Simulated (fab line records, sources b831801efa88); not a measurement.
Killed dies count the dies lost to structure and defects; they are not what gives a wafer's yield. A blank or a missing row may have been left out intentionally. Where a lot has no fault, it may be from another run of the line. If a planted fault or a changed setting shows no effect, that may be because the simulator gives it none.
The tool behind it: which one? || flow gf180mcu || 6 lots, 18 wafers sampled, at 1 step of a route of 602

== WHAT THE GAUGES READ, wafer by wafer ==
GF_V2_BOW_MEAS_05.
{"lot": "L698", "measured": "day 19 08:54", "on": "film_metro-03", "V2_BOW (um)": "109 85 83"}
{"lot": "L702", "measured": "day 21 07:08", "on": "film_metro-02", "V2_BOW (um)": "96 94 103"}
{"lot": "L703", "measured": "day 22 02:52", "on": "film_metro-02", "V2_BOW (um)": "86 99 104"}
{"lot": "L707", "measured": "day 23 06:08", "on": "film_metro-04", "V2_BOW (um)": "115 103 98"}
{"lot": "L716", "measured": "day 25 20:02", "on": "film_metro-02", "V2_BOW (um)": "98 86 99"}
{"lot": "L719", "measured": "day 26 21:58", "on": "film_metro-04", "V2_BOW (um)": "100 109 102"}

== EACH LOT AND THE TOOL THAT RAN IT (in order: tool; ch and the chambers of the sampled wafers; start) ==
No process step before these readings appears in the record.

== THE ANSWER, worked out from the rows above alone ==
Rule: what is usual is taken from the lots themselves. The widest of any qualifying gaps counts: lots, ordered by their means at a reading, are off when they make up no more than a third of the lots, leave a main group of 4 or more, and stand apart from it by 3 or more times the standard deviation of that group's means. A main group is skipped when, at the precision printed for the reading in the tables above, its means are all equal. Also off: a lot with no number at a reading for which 4 or more lots have one. The other lots that the step has rows for count as sound.
No lot is off on any of the readings shown, so nothing can be concluded from this.

== WHAT THE SIMULATOR HAD PUT IN ==
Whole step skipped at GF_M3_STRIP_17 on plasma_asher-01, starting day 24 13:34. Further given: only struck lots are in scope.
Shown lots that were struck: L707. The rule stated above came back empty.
